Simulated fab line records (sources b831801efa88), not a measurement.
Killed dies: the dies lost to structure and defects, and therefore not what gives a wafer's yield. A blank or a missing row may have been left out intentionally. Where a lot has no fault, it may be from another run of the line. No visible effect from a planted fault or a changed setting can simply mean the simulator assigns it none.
Matching of chambers | flow sky130 | SKY_METAL4_ETCH_17 on rie diel-03 has 4 sister chambers
The step etches SiO2 in C4F8/O2/Ar, stops on TiN, time 3.9 s, target depth 15 nm. 8 wafers are shown with their chamber, then 10 later ones without.

## WAFERS PAIRED WITH THEIR CHAMBERS
wafer  | chamber | oes product au (a.u.) | chamber pressure mTorr (mTorr)
L074.2 | 1       | 0.761                 | 40.00
L077.4 | 1       | 0.754                 | 39.99
L078.5 | 3       | 0.741                 | 39.97
L079.1 | 0       | 0.750                 | 39.98
L079.3 | 2       | 0.748                 | 40.03
L079.4 | 2       | 0.748                 | 40.06
L080.1 | 0       | 0.754                 | 39.95
L080.2 | 3       | 0.760                 | 40.05

## WAFERS WHOSE CHAMBER IS MISSING
wafer  | oes product au (a.u.) | chamber pressure mTorr (mTorr)
L080.4 | 0.757                 | 40.03
L082.1 | 0.752                 | 40.03
L082.3 | 0.753                 | 40.03
L082.5 | 0.742                 | 39.96
L092.1 | 0.746                 | 39.99
L092.2 | 0.749                 | 40.00
L092.6 | 0.756                 | 40.01
L093.3 | 0.748                 | 40.05
L093.4 | 0.743                 | 40.04
L093.5 | 0.752                 | 39.93

## THE CHAMBER EACH PASSED THROUGH
wafer  | from the rows above               | in truth
L080.4 | can't be placed: 3 or 1 or 2 or 0 | 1
L082.1 | can't be placed: 3 or 2 or 1 or 0 | 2
L082.3 | can't be placed: 3 or 2 or 1 or 0 | 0
L082.5 | can't be placed: 0 or 3 or 1 or 2 | 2
L092.1 | can't be placed: 3 or 0 or 1 or 2 | 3
L092.2 | can't be placed: 3 or 0 or 1 or 2 | 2
L092.6 | can't be placed: 1 or 3 or 0 or 2 | 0
L093.3 | can't be placed: 2 or 3 or 1      | 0
L093.4 | can't be placed: 2 or 3 or 1 or 0 | 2
L093.5 | can't be placed: 0 or 1 or 3      | 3
0 of 10 placed correctly. These rows do not allow placing 10 (true chamber among the candidates in 9). Number placed wrongly: 0.
How it was worked out, from the rows above alone: a wafer's distance from a chamber is the root of the sum, over the readings, of the square of ((its reading less the chamber's mean) divided by the reading's scatter). The wafer belongs to the nearest chamber; if the next one is less than 2 further off, it can't be placed. A chamber's mean is the mean of its shown wafers. The scatter: the root of (the sum of the squares of (reading less its chamber's mean) over the shown wafers, divided by (wafers less chambers)).
